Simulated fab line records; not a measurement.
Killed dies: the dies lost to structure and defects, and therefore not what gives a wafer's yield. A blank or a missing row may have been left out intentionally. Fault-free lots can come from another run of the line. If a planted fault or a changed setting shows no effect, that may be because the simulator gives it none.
fab line records	flow sky130
[record] lots = 14	wafers = 42	lastDay = 50
route steps=708 shown SONOS_ONO@171 SD_N@344 LI_CONTACT@365
lots that met no fault: from a run of the same line without faults
startH: the number of hours between the record's first day and the start of the first shown wafer of the lot	waitH: hours since the lot's step before	" same as the row above	L1.1+2: one row covering several wafers at once	- value missing, or start not given	* or withheld: withheld	< > ~ a bound
route shown NAME@n: a module of which the file shows steps, and the number in the route of the first	usual: the fault-free wafers' mean and standard deviation	same: alike in all rows	chamber/n: place in a boat	sites: readings site by site	_std_site: standard deviation of those values	_edge_site: mean of outer sites minus mean of inner sites	radiusMm: how far each site lies from the wafer's centre	mask NAME#n: copy n	behind: the last tool/chamber to shape the wafer	hold: the reason the lot was held/the length of the hold in hours/how it ended	device: transistor that didn't switch, given as n, p or np	end of line: tests run on the same wafers once the route is complete	a step given without rows: its recipe and nothing more	killed: the dies lost at the first sort to structure and to defects; this is not the yield of the wafer	map: dies across one wafer; x = killed, . = not, _ = none there
set.NAME: the setting the step ran with; set.NAME@STEP: the setting that earlier step ran with	model.NAME: the simulator's own value behind a step, which no gauge read
route steps across a sampled set of lots; one table per step, one row per wafer
services: from which hour (startH, from the record's first day; less than 0 if before it) a tool's chamber was out of use, for how many hours, and why
[[steps]]
[step SKY_SONOS_ONO_THK_MEAS_03]
[recipe] reads = Si3N4_of_SONOS_ONO_CVD_02
[usual] SONOS_ONO_CVD_02_THK = 10.48/0.12
lot.wafer	tool	chamber	startH	waitH	SONOS_ONO_CVD_02_THK[nm]
L706.1	filmMetro-02	-	265.24	0.0	10.30
L706.2	"	-	"	"	10.37
L706.3	"	-	"	"	10.17
L707.1	filmMetro-03	-	282.44	0.0	10.52
L707.2	"	-	"	"	10.37
L707.3	"	-	"	"	10.42
L708.1	filmMetro-03	-	286.65	0.0	10.43
L708.3	"	-	"	"	10.40
L708.6	"	-	"	"	10.45
L709.4	filmMetro-02	-	289.09	0.0	10.36
L709.5	"	-	"	"	10.43
L709.6	"	-	"	"	10.42
L711.1	filmMetro-04	-	300.62	0.0	10.52
L711.3	"	-	"	"	10.46
L711.6	"	-	"	"	10.52
L710.2	filmMetro-02	-	302.38	0.0	10.56
L710.3	"	-	"	"	10.65
L710.4	"	-	"	"	10.52
L712.3	filmMetro-02	-	319.72	0.0	10.66
L712.4	"	-	"	"	10.70
L712.5	"	-	"	"	10.56
L715.3	filmMetro-03	-	337.89	0.0	10.70
L715.4	"	-	"	"	10.68
L715.5	"	-	"	"	10.77
L716.2	filmMetro-04	-	364.41	0.0	10.35
L716.3	"	-	"	"	10.31
L716.4	"	-	"	"	10.45
L717.3	filmMetro-02	-	364.42	0.0	10.49
L717.5	"	-	"	"	10.52
L717.6	"	-	"	"	10.36
L719.1	filmMetro-03	-	373.19	0.0	10.29
L719.2	"	-	"	"	10.33
L719.4	"	-	"	"	10.59
L718.3	filmMetro-04	-	373.21	0.0	10.57
L718.4	"	-	"	"	10.49
L718.6	"	-	"	"	10.53
L728.2	filmMetro-02	-	423.32	0.0	10.49
L728.3	"	-	"	"	10.58
L728.5	"	-	"	"	10.56
L729.1	filmMetro-04	-	441.78	0.0	10.56
L729.4	"	-	"	"	10.54
L729.5	"	-	"	"	10.48
[step SKY_SONOS_ONO_CD_MEAS_13]
[recipe] targetCdNm = 410
[usual] cdNm = 410.3/2.6
lot.wafer	tool	chamber	startH	waitH	cdNm
L706.1	cdSem-01	-	291.31	0.1	413.4
L706.2	"	-	"	"	410.8
L706.3	"	-	"	"	411.7
L707.1	cdSem-02	-	309.16	0.1	417.4
L707.2	"	-	"	"	414.8
L707.3	"	-	"	"	415.8
L708.1	cdSem-01	-	313.18	0.1	409.1
L708.3	"	-	"	"	410.4
L708.6	"	-	"	"	410.9
L709.4	cdSem-01	-	315.67	0.1	411.9
L709.5	"	-	"	"	410.2
L709.6	"	-	"	"	411.3
L711.1	cdSem-02	-	327.91	0.1	408.3
L711.3	"	-	"	"	408.4
L711.6	"	-	"	"	406.9
L710.2	cdSem-02	-	330.15	0.1	406.7
L710.3	"	-	"	"	407.3
L710.4	"	-	"	"	407.4
L712.3	cdSem-01	-	348.31	0.1	409.1
L712.4	"	-	"	"	410.3
L712.5	"	-	"	"	408.7
L715.3	cdSem-01	-	367.10	0.1	407.4
L715.4	"	-	"	"	409.1
L715.5	"	-	"	"	409.1
L716.2	cdSem-02	-	393.38	0.1	408.7
L716.3	"	-	"	"	409.0
L716.4	"	-	"	"	410.6
L717.3	cdSem-01	-	393.70	0.1	409.0
L717.5	"	-	"	"	409.3
L717.6	"	-	"	"	410.3
L718.3	cdSem-01	-	403.07	0.1	412.7
L718.4	"	-	"	"	410.6
L718.6	"	-	"	"	412.5
L719.1	cdSem-02	-	403.33	0.1	409.5
L719.2	"	-	"	"	410.5
L719.4	"	-	"	"	410.7
L728.2	cdSem-01	-	456.48	0.1	407.1
L728.3	"	-	"	"	405.2
L728.5	"	-	"	"	407.1
L729.1	cdSem-02	-	473.88	0.1	409.7
L729.4	"	-	"	"	412.0
L729.5	"	-	"	"	410.5
[step SKY_SD_N_COAT_02]
[recipe] resist = NOVOLAK	spinRpm = 3000	resistThkNm = 1140
[usual] dispensePressureKPa = 49.5/2.6	exhaustPa = 44.9/0.8
lot.wafer	tool	chamber	startH	waitH	dispensePressureKPa	exhaustPa
L706.1	lithoTrack-04	0	641.81	0.1	47.1	46.3
L706.2	"	0	"	"	47.1	45.6
L706.3	"	0	"	"	47.1	45.1
L707.1	lithoTrack-04	0	658.01	0.1	47.1	45.1
L707.2	"	0	"	"	47.1	46.4
L707.3	"	0	"	"	47.1	46.0
L708.1	lithoTrack-04	0	663.56	0.1	47.1	45.2
L708.3	"	0	"	"	47.2	46.2
L708.6	"	0	"	"	47.1	45.2
L709.4	lithoTrack-02	0	671.09	0.1	53.2	44.3
L709.5	"	0	"	"	53.2	45.0
L709.6	"	0	"	"	53.2	45.4
L710.2	lithoTrack-02	0	685.54	0.1	53.2	44.6
L710.3	"	0	"	"	53.2	45.4
L710.4	"	0	"	"	53.2	44.7
L711.1	lithoTrack-04	0	685.86	0.1	47.1	44.2
L711.3	"	0	"	"	47.2	44.4
L711.6	"	0	"	"	47.1	44.2
L712.3	lithoTrack-03	0	705.38	0.1	48.6	46.4
L712.4	"	0	"	"	48.7	45.0
L712.5	"	0	"	"	48.7	45.0
L715.3	lithoTrack-03	0	719.08	0.1	48.6	44.0
L715.4	"	0	"	"	48.6	44.6
L715.5	"	0	"	"	48.7	44.8
L716.2	lithoTrack-04	0	742.94	0.1	47.1	45.4
L716.3	"	0	"	"	47.2	45.1
L716.4	"	0	"	"	47.2	44.4
L717.3	lithoTrack-02	0	743.86	0.1	53.2	44.8
L717.5	"	0	"	"	53.2	45.6
L717.6	"	0	"	"	53.3	45.7
L718.3	lithoTrack-03	0	752.73	0.1	48.7	45.1
L718.4	"	0	"	"	48.7	45.6
L718.6	"	0	"	"	48.7	46.2
L719.1	lithoTrack-02	0	754.21	0.1	53.2	45.1
L719.2	"	0	"	"	53.2	45.4
L719.4	"	0	"	"	53.2	44.6
L728.2	lithoTrack-04	0	800.24	0.1	47.1	44.8
L728.3	"	0	"	"	47.1	43.8
L728.5	"	0	"	"	47.1	43.4
L729.1	lithoTrack-04	0	819.36	0.1	47.2	44.9
L729.4	"	0	"	"	47.2	44.8
L729.5	"	0	"	"	47.1	44.5
[step SKY_SD_N_CD_MEAS_07]
[recipe] targetCdNm = 380
[usual] cdNm = 380.2/2.1
lot.wafer	tool	chamber	startH	waitH	cdNm
L706.1	cdSem-01	-	656.28	0.1	379.3
L706.2	"	-	"	"	379.7
L706.3	"	-	"	"	379.3
L707.1	cdSem-01	-	672.56	0.1	379.9
L707.2	"	-	"	"	376.9
L707.3	"	-	"	"	379.3
L708.1	cdSem-01	-	678.48	0.2	380.2
L708.3	"	-	"	"	379.7
L708.6	"	-	"	"	380.8
L709.4	cdSem-01	-	685.24	0.1	377.5
L709.5	"	-	"	"	380.1
L709.6	"	-	"	"	379.9
L710.2	cdSem-02	-	699.40	0.1	375.2
L710.3	"	-	"	"	376.1
L710.4	"	-	"	"	378.2
L711.1	cdSem-01	-	699.70	0.1	380.3
L711.3	"	-	"	"	381.4
L711.6	"	-	"	"	380.9
L712.3	cdSem-01	-	719.30	0.1	379.1
L712.4	"	-	"	"	384.7
L712.5	"	-	"	"	381.3
L715.3	cdSem-01	-	733.22	0.1	381.2
L715.4	"	-	"	"	378.5
L715.5	"	-	"	"	381.5
L716.2	cdSem-01	-	756.33	0.1	379.0
L716.3	"	-	"	"	380.2
L716.4	"	-	"	"	378.9
L717.3	cdSem-01	-	757.87	0.1	377.1
L717.5	"	-	"	"	375.7
L717.6	"	-	"	"	380.9
L718.3	cdSem-02	-	766.95	0.1	381.2
L718.4	"	-	"	"	382.4
L718.6	"	-	"	"	379.1
L719.1	cdSem-02	-	769.00	0.2	381.4
L719.2	"	-	"	"	379.8
L719.4	"	-	"	"	381.9
L728.2	cdSem-01	-	813.38	0.1	455.7
L728.3	"	-	"	"	383.7
L728.5	"	-	"	"	455.7
L729.1	cdSem-01	-	832.41	0.1	376.5
L729.4	"	-	"	"	381.2
L729.5	"	-	"	"	453.0
[step SKY_SD_N_STRIP_11]
[recipe] chemistry = O2/N2	powerW = 1400	pressureMtorr = 1500	platenTempC = withheld	o2FlowSccm = 3000	n2FlowSccm = 300	overashFraction = 0.5
[usual] drypumpMotorCurrentA = 5.5/0.36	oesProductAu = 0.527/0.0044	stripTimeToEndpointS = 22.54/0.043
[same] overashFraction = 0.5
lot.wafer	tool	chamber	startH	waitH	drypumpMotorCurrentA	oesProductAu	rfHoursCounterH	stripTimeToEndpointS
L706.1	plasmaAsher-02	1	656.74	0.1	5.4	0.529	96	22.57
L706.2	"	0	"	"	6.4	0.529	96	22.56
L706.3	"	1	"	"	5.4	0.532	-	22.57
L707.1	plasmaAsher-03	1	673.02	0.1	5.4	0.512	24	22.48
L707.2	"	0	"	"	5.3	0.525	24	22.46
L707.3	"	0	"	"	5.3	0.527	-	22.52
L708.1	plasmaAsher-03	1	678.94	0.1	5.4	0.531	25	22.56
L708.3	"	1	"	"	5.4	0.526	-	22.55
L708.6	"	1	"	"	5.4	0.523	-	22.57
L709.4	plasmaAsher-03	1	685.67	0.1	5.4	0.528	-	22.61
L709.5	"	0	"	"	5.3	0.536	-	22.62
L709.6	"	1	"	"	5.4	0.526	-	22.57
L710.2	plasmaAsher-03	1	699.84	0.1	5.4	0.519	27	22.61
L710.3	"	0	"	"	5.3	0.535	-	22.57
L710.4	"	1	"	"	5.4	0.538	-	22.61
L711.1	plasmaAsher-01	1	700.16	0.1	5.3	0.526	59	22.56
L711.3	"	1	"	"	5.3	0.523	-	22.51
L711.6	"	0	"	"	5.4	0.528	-	22.52
L712.3	plasmaAsher-01	1	719.75	0.1	5.3	0.529	-	22.59
L712.4	"	0	"	"	5.4	0.531	-	22.63
L712.5	"	1	"	"	5.3	0.526	-	22.59
L715.3	plasmaAsher-03	0	733.67	0.1	5.3	0.532	-	22.59
L715.4	"	1	"	"	5.4	0.525	-	22.63
L715.5	"	1	"	"	5.4	0.520	-	22.53
L716.2	plasmaAsher-02	1	756.77	0.1	5.4	0.526	1	22.57
L716.3	"	1	"	"	5.4	0.525	-	22.56
L716.4	"	0	"	"	6.4	0.532	-	22.55
L717.3	plasmaAsher-03	1	758.32	0.1	5.4	0.534	-	22.59
L717.5	"	0	"	"	5.2	0.525	-	22.61
L717.6	"	1	"	"	5.4	0.529	-	22.60
L718.3	plasmaAsher-03	1	767.40	0.1	5.4	0.522	-	22.56
L718.4	"	0	"	"	5.3	0.524	-	22.56
L718.6	"	0	"	"	5.3	0.530	-	22.55
L719.1	plasmaAsher-03	0	769.46	0.1	5.2	0.520	33	22.55
L719.2	"	1	"	"	5.4	0.531	33	22.58
L719.4	"	1	"	"	5.4	0.531	-	22.56
L728.2	plasmaAsher-01	1	813.82	0.1	5.3	0.443	71	16.10
L728.3	"	0	"	"	5.4	0.527	-	22.49
L728.5	"	1	"	"	5.3	0.448	-	16.11
L729.1	plasmaAsher-01	0	832.87	0.1	5.4	0.525	73	22.45
L729.4	"	0	"	"	5.3	0.532	-	22.49
L729.5	"	0	"	"	5.3	0.450	-	16.14
[step SKY_LI_CONTACT_BOW_MEAS_03]
[recipe] mode = bow
[usual] LI_CONTACT_BOW = 57/7.6
lot.wafer	tool	chamber	startH	waitH	LI_CONTACT_BOW[um]
L706.1	filmMetro-02	-	657.97	0.1	57
L706.2	"	-	"	"	64
L706.3	"	-	"	"	45
L707.1	filmMetro-01	-	674.24	0.1	62
L707.2	"	-	"	"	53
L707.3	"	-	"	"	47
L708.1	filmMetro-04	-	680.16	0.1	60
L708.3	"	-	"	"	58
L708.6	"	-	"	"	68
L709.4	filmMetro-04	-	687.02	0.2	56
L709.5	"	-	"	"	54
L709.6	"	-	"	"	58
L710.2	filmMetro-01	-	701.09	0.2	51
L710.3	"	-	"	"	57
L710.4	"	-	"	"	62
L711.1	filmMetro-02	-	701.46	0.2	60
L711.3	"	-	"	"	61
L711.6	"	-	"	"	56
L712.3	filmMetro-04	-	720.99	0.2	69
L712.4	"	-	"	"	56
L712.5	"	-	"	"	59
L715.3	filmMetro-04	-	734.90	0.2	54
L715.4	"	-	"	"	53
L715.5	"	-	"	"	63
L716.2	filmMetro-04	-	758.02	0.2	59
L716.3	"	-	"	"	57
L716.4	"	-	"	"	64
L717.3	filmMetro-04	-	759.56	0.1	56
L717.5	"	-	"	"	71
L717.6	"	-	"	"	56
L718.3	filmMetro-04	-	768.63	0.2	53
L718.4	"	-	"	"	61
L718.6	"	-	"	"	58
L719.1	filmMetro-01	-	770.69	0.1	60
L719.2	"	-	"	"	61
L719.4	"	-	"	"	58
L728.2	filmMetro-01	-	815.06	0.1	55
L728.3	"	-	"	"	61
L728.5	"	-	"	"	68
L729.1	filmMetro-01	-	834.10	0.2	54
L729.4	"	-	"	"	55
L729.5	"	-	"	"	52
[[services]]
tool	chamber	startH	hours	kind
plasmaAsher-01	-	618.65	1.5	repair
plasmaAsher-01	-	665.34	1.1	repair
plasmaAsher-03	-	719.11	4.5	repair
plasmaAsher-02	-	733.75	9.0	pm
plasmaAsher-02	0	733.75	9.0	ventCycle
plasmaAsher-02	1	733.75	9.0	ventCycle
plasmaAsher-02	0	742.75	-	clean
plasmaAsher-02	1	742.75	-	clean
lithoTrack-04	-	797.26	-	consumableReplace:filter
[[key]]
[firstSign] step = SKY_SD_N_CD_MEAS_07	reading = cdNm	direction = up	sigmas = 36	usual = 380.2	struck = 454.8
[effect] step = SKY_SD_N_STRIP_11	reading = stripTimeToEndpointS	direction = down	sigmas = 99+	usual = *	struck = *
metAt SKY_SD_N_COAT_02
struckLots L728,L729
struckWafers L728.2,L728.5,L729.5
sortLeftOut L728.2,L728.5,L729.5
testerLeftOut L728,L729
notActingAt SKY_SONOS_ONO_THK_MEAS_03,SKY_SONOS_ONO_CD_MEAS_13,SKY_LI_CONTACT_BOW_MEAS_03
onsetBetween 742.94 800.24
[fault] kind = processParameterDrift	tool = lithoTrack-04	chamber = -	onsetH = 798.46	steps = SKY_SD_N_COAT_02	channel = resistThkNm	offset = -562.52	shape = step	endH = 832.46	scope = struckWafersOnly	actsIn = theseRecipesOnly	stated = 1140
// testerLeftOut: of these lots the tester's yield and bins aren't shown, on N5 and GAA mostly nor the transistor test; their killed dies are dies lost to structure and defects alone, not to doping, threshold or leakage, so they don't give the yield
// sortLeftOut: the simulated sort isn't trusted on such a fault, so these wafers' sort isn't shown, and their yield isn't known
